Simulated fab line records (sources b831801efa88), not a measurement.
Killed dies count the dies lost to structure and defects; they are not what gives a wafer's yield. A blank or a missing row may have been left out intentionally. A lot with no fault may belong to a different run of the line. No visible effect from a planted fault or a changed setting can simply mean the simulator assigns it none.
fab line records	flow sky130
record lots=6	wafers=18	last_day=50
route steps=708 shown METAL3@555 PAD_OPEN@708
lots that met no fault: from a run of the same line without faults
start_h: the number of hours between the record's first day and the start of the first shown wafer of the lot	wait_h: time in hours since the lot's previous step	" unchanged from the row above	L1.1+2: a row that stands for several wafers	- no value, or no start given	* or withheld: withheld	< > ~ a bound
route shown NAME@n: names a module that has steps shown in the file, with the first one's number in the route	usual: mean and standard deviation over wafers with no fault	same: alike in all rows	chamber/n: place in a boat	sites: the reading at each site	_std_site: the values' standard deviation	_edge_site: inner sites' mean taken away from outer sites' mean	radius_mm: for every site, how far away it sits from the centre of the wafer	mask NAME#n: copy n	behind: the most recent tool/chamber to have shaped the wafer	hold: the reason the lot was held/the length of the hold in hours/how it ended	device: names the non-switching transistor (n, p or np)	end of line: at the end of the route, the tests of the same wafers	where a step has no rows: the recipe by itself	killed: count of dies lost to structure and defects at first sort (not the wafer's yield)	map: a wafer's dies, x killed, . not, _ none there
set.NAME: the setting the step ran with; set.NAME@STEP: the setting that earlier step ran with	model.NAME: the simulator's own value behind a step, which no gauge read
lots at some steps of the route; a table a step, a row a wafer
services: from which hour (start_h, from the record's first day; less than 0 if before it) a tool's chamber was out of use, for how many hours, and why
## steps
# step SKY_METAL3_DEHYDRATE_05
# recipe temp_c=200	time_s=60
# step SKY_METAL3_HMDS_06
# recipe prime_time_s=60	prime_temp_c=120
# step SKY_METAL3_COAT_07
# recipe resist=BARC	temp_c=withheld	time_s=withheld	spin_rpm=3000	resist_thk_nm=60
# step SKY_METAL3_COAT_08
# recipe resist=KrF-thick	spin_rpm=3000	resist_thk_nm=1140
# step SKY_METAL3_SOFTBAKE_09
# recipe temp_c=100	time_s=90	resist=KrF-thick
# step SKY_METAL3_EXPOSE_10
# recipe mask_id=MM3	na=0.68	source_shape=annular	sigma_inner=0.4	sigma_outer=0.8	target_cd_nm=300	dose_mj=28
# step SKY_METAL3_PEB_11
# recipe peb_temp_c=withheld	peb_time_s=withheld	resist=KrF-thick
# step SKY_METAL3_DEVELOP_12
# recipe develop_time_s=60	resist=KrF-thick	dev_temp_c=21
# step SKY_METAL3_CD_MEAS_13
# recipe target_cd_nm=300
# usual cd_nm=300.1/1.4
lot.wafer	tool	chamber	start_h	wait_h	cd_nm
L239.2	cd_sem-02	-	907.27	-	300.1
L239.4	"	-	"	"	299.8
L239.5	"	-	"	"	301.7
L243.1	cd_sem-02	-	952.55	-	297.6
L243.3	"	-	"	"	298.2
L243.6	"	-	"	"	299.2
L244.2	cd_sem-02	-	954.02	-	300.1
L244.4	"	-	"	"	301.4
L244.5	"	-	"	"	299.8
L250.1	cd_sem-02	-	1003.25	-	300.0
L250.3	"	-	"	"	300.0
L250.5	"	-	"	"	301.2
L257.2	cd_sem-01	-	1045.42	-	299.7
L257.5	"	-	"	"	300.1
L257.6	"	-	"	"	299.1
L260.4	cd_sem-01	-	1065.66	-	301.4
L260.5	"	-	"	"	303.0
L260.6	"	-	"	"	303.6
# step SKY_METAL3_OVL_MEAS_14
# usual METAL3_OVL=-1/5.7
lot.wafer	tool	chamber	start_h	wait_h	METAL3_OVL[nm]
L239.2	overlay-01	-	907.37	0.1	-2
L239.4	"	-	"	"	2
L239.5	"	-	"	"	4
L243.1	overlay-01	-	952.67	0.1	-10
L243.3	"	-	"	"	-3
L243.6	"	-	"	"	-4
L244.2	overlay-02	-	954.13	0.1	4
L244.4	"	-	"	"	5
L244.5	"	-	"	"	-4
L250.1	overlay-02	-	1003.37	0.1	1
L250.3	"	-	"	"	-2
L250.5	"	-	"	"	-3
L257.2	overlay-02	-	1045.53	0.1	16
L257.5	"	-	"	"	3
L257.6	"	-	"	"	6
L260.4	overlay-01	-	1065.74	0.1	3
L260.5	"	-	"	"	-1
L260.6	"	-	"	"	2
# step SKY_METAL3_DESCUM_15
# recipe chemistry=O2	source_power_w=150	bias_power_w=0	pressure_mtorr=10	temp_c=40	time_s=8
# usual drypump_motor_current_A=5.6/0.37	oes_product_au=1.004/0.011	temp_c=39.98/0.12
lot.wafer	tool	chamber	start_h	wait_h	drypump_motor_current_A	oes_product_au	rf_hours_counter_h	temp_c
L239.2	rie_metal-02	0	907.40	0.0	5.5	1.011	4	40.05
L239.4	"	0	"	"	5.5	1.005	-	40.16
L239.5	"	0	"	"	5.5	1.008	-	40.02
L243.1	rie_metal-01	0	952.71	0.0	4.9	1.002	0	40.00
L243.3	"	1	"	"	6.0	1.004	-	40.08
L243.6	"	0	"	"	4.9	1.001	-	39.93
L244.2	rie_metal-02	1	954.16	0.0	5.7	1.018	3	39.93
L244.4	"	0	"	"	5.5	1.001	-	40.07
L244.5	"	0	"	"	5.4	1.000	-	39.95
L250.1	rie_metal-03	1	1003.40	0.0	5.4	0.992	19	39.77
L250.3	"	1	"	"	5.4	0.992	-	39.92
L250.5	"	1	"	"	5.4	0.985	-	39.93
L257.2	rie_metal-02	0	1045.56	0.0	5.5	0.986	11	40.04
L257.5	"	1	"	"	5.7	1.025	-	39.78
L257.6	"	0	"	"	5.5	0.991	-	39.89
L260.4	rie_metal-01	1	1065.76	0.0	6.0	1.004	-	39.88
L260.5	"	1	"	"	6.0	1.004	-	40.08
L260.6	"	0	"	"	4.9	1.008	-	40.09
# step SKY_METAL3_ETCH_16
# recipe chemistry=N2/H2	target=BARC	ion_energy_ev=200	bias_w=100	pressure_mtorr=30	n2_flow_sccm=100	h2_flow_sccm=200	icp_w=500	stop_on=SiO2	time_s=88.2	target_depth_a=600
# usual drypump_motor_current_A=5.6/0.37	oes_product_au=0.626/0.0047	throttle_valve_pct=13.205/0.0088
lot.wafer	tool	chamber	start_h	wait_h	drypump_motor_current_A	oes_product_au	rf_hours_counter_h	throttle_valve_pct
L239.2	rie_metal-02	0	907.44	0.0	5.5	0.627	4	13.194
L239.4	"	0	"	"	5.5	0.629	-	13.201
L239.5	"	0	"	"	5.5	0.621	-	13.203
L243.1	rie_metal-01	0	952.74	0.0	4.9	0.629	0	13.209
L243.3	"	1	"	"	6.0	0.629	-	13.191
L243.6	"	0	"	"	4.9	0.635	-	13.190
L244.2	rie_metal-02	1	954.19	0.0	5.8	0.618	3	13.197
L244.4	"	0	"	"	5.5	0.628	-	13.213
L244.5	"	0	"	"	5.5	0.625	-	13.216
L250.1	rie_metal-03	1	1003.43	0.0	5.5	0.631	19	13.195
L250.3	"	1	"	"	5.4	0.629	-	13.211
L250.5	"	1	"	"	5.5	0.619	-	13.224
L257.2	rie_metal-02	0	1045.59	0.0	5.5	0.622	11	13.218
L257.5	"	1	"	"	5.7	0.630	-	13.207
L257.6	"	0	"	"	5.5	0.624	-	13.204
L260.4	rie_metal-01	1	1065.82	0.0	6.0	0.626	-	13.205
L260.5	"	1	"	"	6.0	0.635	-	13.207
L260.6	"	0	"	"	4.8	0.629	-	13.191
# step SKY_METAL3_ETCH_17
# recipe target=SiO2	stop_on=TiN	chemistry=C4F8/O2/Ar	source_w=1500	bias_w=1200	pressure_mtorr=40	c4f8_flow_sccm=withheld	O2_flow_sccm=6	Ar_flow_sccm=300	time_s=3.9	target_depth_a=150
# usual oes_product_au=0.753/0.0072
lot.wafer	tool	chamber	start_h	wait_h	oes_product_au	rf_hours_counter_h	model.TiN_of_METAL3_SPUTTER_04.thk_nm
L239.2	rie_diel-02	2	907.54	0.1	0.752	13	69.29
L239.4	"	1	"	"	0.758	18	68.7
L239.5	"	0	"	"	0.759	-	70.62
L243.1	rie_diel-03	0	952.84	0.1	0.743	10	69.72
L243.3	"	2	"	"	0.747	20	68.59
L243.6	"	3	"	"	0.760	-	68.55
L244.2	rie_diel-01	1	954.29	0.1	0.742	16	70.79
L244.4	"	2	"	"	0.757	10	69.63
L244.5	"	1	"	"	0.755	-	70.87
L250.1	rie_diel-02	2	1003.53	0.1	0.751	16	69.56
L250.3	"	1	"	"	0.753	21	71
L250.5	"	0	"	"	0.751	-	71.36
L257.2	rie_diel-01	3	1045.69	0.1	0.748	13	68.94
L257.5	"	0	"	"	0.767	-	69.03
L257.6	"	3	"	"	0.744	-	70.35
L260.4	rie_diel-01	3	1065.88	0.0	0.759	13	69.57
L260.5	"	2	"	"	0.744	-	68.75
L260.6	"	1	"	"	0.746	-	70.21
# step SKY_METAL3_METAL_ETCH_18
# recipe target_depth_a=8450	stop_on=SiO2	over_etch_frac=0.3	time_s=183.1	chemistry=Cl2/BCl3	resist_sidewall_deg=88	pressure_mtorr=10.24	icp_w=900	bias_w=48.5	Cl2_flow_sccm=60	bcl3_flow_sccm=30
# usual drypump_motor_current_A=5.6/0.37	oes_product_au=0.865/0.006	throttle_valve_pct=21.984/0.0085
# same over_etch_frac=0.3
lot.wafer	tool	chamber	start_h	wait_h	drypump_motor_current_A	oes_product_au	rf_hours_counter_h	throttle_valve_pct
L239.2	rie_metal-03	1	907.55	0.0	5.4	0.854	15	21.987
L239.4	"	0	"	"	5.9	0.861	-	22.002
L239.5	"	0	"	"	5.9	0.861	-	21.979
L243.1	rie_metal-03	1	952.85	0.0	5.5	0.868	17	21.991
L243.3	"	1	"	"	5.4	0.871	-	21.973
L243.6	"	1	"	"	5.5	0.856	-	21.977
L244.2	rie_metal-01	0	954.30	0.0	4.9	0.875	1	22.002
L244.4	"	0	"	"	4.9	0.871	-	21.994
L244.5	"	1	"	"	6.0	0.863	-	22.002
L250.1	rie_metal-02	1	1003.55	0.0	5.7	0.858	5	21.979
L250.3	"	1	"	"	5.7	0.867	-	21.980
L250.5	"	1	"	"	5.7	0.865	-	21.979
L257.2	rie_metal-03	0	1045.71	0.0	5.9	0.859	19	21.981
L257.5	"	0	"	"	5.9	0.870	-	21.984
L257.6	"	1	"	"	5.5	0.868	-	21.973
L260.4	rie_metal-03	0	1065.96	0.1	5.9	0.865	-	21.981
L260.5	"	1	"	"	5.5	0.871	-	21.979
L260.6	"	0	"	"	5.9	0.868	-	21.983
# step SKY_PAD_OPEN_PROBE_99
# usual defect_limited_yield=82.4/1.9	killed_at_M0_to_M3=44/7.2	killed_at_M4_up=3.1/1.8	killed_at_contacts=25/5.2	killed_at_front_end=15/3.9	killed_at_other=0.2/0.5	killed_dies=86/9.5	killed_open=47/7.3	killed_short=40/6	sort_bin_3_pad_short=0.8/0.44	sort_bin_5_function=10.4/1.5	sort_bin_6_memory=6.3/1.1	sort_n_pass=406/9.5	sort_yield_pct=82.4/1.9
# same gross_dies=492	killed_at_back_side=0	sort_bin_4_leakage[%]=0	sort_bin_8_speed[%]=0
lot.wafer	tool	chamber	start_h	wait_h	defect_limited_yield[%]	killed_at_M0_to_M3	killed_at_M4_up	killed_at_contacts	killed_at_front_end	killed_at_other	killed_dies	killed_open	killed_short	sort_bin_3_pad_short[%]	sort_bin_5_function[%]	sort_bin_6_memory[%]	sort_n_pass	sort_yield_pct[%]
L243.1	prober-02	-	1118.77	0.1	84.8	41	2	15	16	1	75	42	33	0.2	8.3	6.7	417	84.8
L243.3	prober-02	-	1118.87	0.2	83.7	39	5	19	17	0	80	40	40	1.6	8.7	5.9	412	83.7
L243.6	prober-02	-	1119.02	0.2	85.0	39	1	21	13	0	74	44	30	0.4	8.5	6.1	418	85.0
L244.2	prober-02	-	1120.18	0.1	83.3	40	5	27	8	2	82	45	37	0.2	10.8	5.7	410	83.3
L244.4	prober-02	-	1120.28	0.2	81.5	41	5	34	8	3	91	52	39	0.8	10.2	7.5	401	81.5
L244.5	prober-02	-	1120.33	0.2	79.9	50	4	33	12	0	99	58	41	0.8	12.2	7.1	393	79.9
L250.1	prober-02	-	1157.47	0.1	85.2	39	4	18	12	0	73	42	31	0.6	7.7	6.5	419	85.2
L250.3	prober-02	-	1157.57	0.2	79.3	51	5	30	16	0	102	64	38	0.4	11.4	8.9	390	79.3
L250.5	prober-02	-	1157.67	0.2	85.0	38	2	20	14	0	74	42	32	0.8	9.6	4.7	418	85.0
L257.2	prober-02	-	1188.43	0.1	81.7	43	4	23	20	0	90	45	45	1.0	12.8	4.5	402	81.7
L257.5	prober-02	-	1188.58	0.2	85.2	30	2	22	19	0	73	34	39	1.4	8.9	4.5	419	85.2
L257.6	prober-02	-	1188.63	0.2	80.7	56	0	27	11	1	95	50	45	0.2	13.4	5.7	397	80.7
# killed by level:class
L243.1 FIELD_ISO:geometric_particle:open=7 LI_CONTACT:geometric_particle:open=6 VIA1:geometric_particle:short=6 VIA1:geometric_particle:open=6 VIA2:geometric_particle:open=6 CONTACT:geometric_particle:open=5 METAL2:geometric_particle:short=5 VIA3:geometric_particle:open=5
L243.3 VIA1:geometric_particle:open=11 CONTACT:geometric_particle:open=8 VIA2:geometric_particle:open=8 FIELD_ISO:geometric_particle:short=5 LI_CONTACT:geometric_particle:open=5 VIA1:geometric_particle:short=5 METAL3:geometric_particle:short=4 METAL1:geometric_particle:short=4
L243.6 VIA3:geometric_particle:open=8 VIA1:geometric_particle:open=7 LI_CONTACT:geometric_particle:open=6 LOCAL_INTERCONNECT:geometric_particle:short=6 CONTACT:geometric_particle:short=5 METAL1:geometric_particle:short=5 FIELD_ISO:geometric_particle:open=4 CONTACT:geometric_particle:open=4
L244.2 VIA1:geometric_particle:open=12 CONTACT:geometric_particle:open=9 LI_CONTACT:geometric_particle:open=8 VIA3:geometric_particle:open=7 METAL2:geometric_particle:short=6 VIA3:geometric_particle:short=5 CONTACT:geometric_particle:short=4 LOCAL_INTERCONNECT:geometric_particle:short=4
L244.4 CONTACT:geometric_particle:open=12 VIA1:geometric_particle:open=10 LI_CONTACT:geometric_particle:open=8 VIA2:geometric_particle:open=7 CONTACT:geometric_particle:short=5 LI_CONTACT:geometric_particle:short=4 LOCAL_INTERCONNECT:geometric_particle:short=4 METAL1:geometric_particle:open=4
L244.5 VIA1:geometric_particle:open=14 CONTACT:geometric_particle:open=11 LI_CONTACT:geometric_particle:open=10 VIA1:geometric_particle:short=9 VIA2:geometric_particle:open=7 POLY_GATE:geometric_particle:open=5 VIA3:geometric_particle:open=5 VIA2:geometric_particle:short=4
L250.1 VIA1:geometric_particle:open=11 CONTACT:geometric_particle:open=7 METAL2:geometric_particle:short=7 VIA3:geometric_particle:open=6 LI_CONTACT:geometric_particle:open=5 VIA1:geometric_particle:short=5 LOCAL_INTERCONNECT:geometric_particle:short=4 METAL4:geometric_particle:short=4
L250.3 VIA3:geometric_particle:open=12 CONTACT:geometric_particle:open=11 VIA1:geometric_particle:open=9 CONTACT:geometric_particle:short=7 VIA2:geometric_particle:open=7 LI_CONTACT:geometric_particle:open=6 METAL2:geometric_particle:short=6 POLY_GATE:geometric_particle:open=5
L250.5 LI_CONTACT:geometric_particle:open=8 VIA2:geometric_particle:open=8 VIA1:geometric_particle:open=7 VIA3:geometric_particle:open=7 METAL2:geometric_particle:short=5 LOCAL_INTERCONNECT:geometric_particle:short=4 CONTACT:geometric_particle:short=4 CONTACT:geometric_particle:open=4
L257.2 VIA1:geometric_particle:open=12 LI_CONTACT:geometric_particle:open=7 CONTACT:geometric_particle:open=6 METAL1:geometric_particle:short=6 FIELD_ISO:geometric_particle:short=5 CONTACT:geometric_particle:short=5 VIA3:geometric_particle:open=5 POLY_GATE:geometric_particle:short=4
L257.5 CONTACT:geometric_particle:open=7 LI_CONTACT:geometric_particle:open=6 METAL1:geometric_particle:short=6 LOCAL_INTERCONNECT:geometric_particle:short=5 VIA2:geometric_particle:open=5 POLY_GATE:geometric_particle:open=4 POLY_GATE:geometric_particle:short=4 VIA2:geometric_particle:short=4
L257.6 VIA2:geometric_particle:open=11 CONTACT:geometric_particle:short=7 CONTACT:geometric_particle:open=7 VIA1:geometric_particle:open=7 VIA1:geometric_particle:short=7 VIA3:geometric_particle:open=7 METAL1:geometric_particle:short=5 VIA2:geometric_particle:short=5
## services
tool	chamber	start_h	hours	kind
rie_metal-01	1	883.84	-	clean
rie_metal-01	1	883.84	30.5	scheduled_down
rie_metal-01	1	883.84	30.5	vent_cycle
rie_diel-02	0	885.32	19.8	repair
rie_diel-03	1	890.19	7.6	repair
rie_diel-03	1	897.77	-	clean
rie_diel-03	1	897.77	24.2	scheduled_down
rie_diel-03	1	897.77	24.2	vent_cycle
rie_diel-03	2	898.96	46.7	repair
rie_metal-01	0	914.33	-	clean
rie_metal-01	0	914.33	33.8	scheduled_down
rie_metal-01	0	914.33	33.8	vent_cycle
rie_diel-01	1	939.36	1.3	repair
rie_metal-02	-	953.26	0.6	repair
rie_diel-02	-	955.24	1.5	repair
rie_diel-03	1	990.32	1.9	repair
rie_diel-02	0	992.54	2.4	repair
rie_diel-02	3	1006.26	4.6	repair
rie_diel-02	2	1007.23	3.2	repair
rie_metal-02	1	1037.06	3.8	repair
rie_diel-01	2	1045.43	4.3	repair
rie_diel-03	0	1050.03	9.2	repair
## key
first_sign none at tools or gauges
model_effect step=SKY_METAL3_ETCH_17	value=TiN_of_METAL3_SPUTTER_04.thk_nm	without=70.06	struck=69.48
met_at SKY_METAL3_ETCH_17
struck_wafers L257.2,L257.5,L257.6,L260.4,L260.5,L260.6
onset_between 954.29 1045.69
also_fits time
fault kind=process_parameter_drift	tool=rie_diel-01	chamber=-	onset_h=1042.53	steps=SKY_METAL3_ETCH_17	channel=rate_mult	offset=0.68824	shape=step	end_h=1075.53
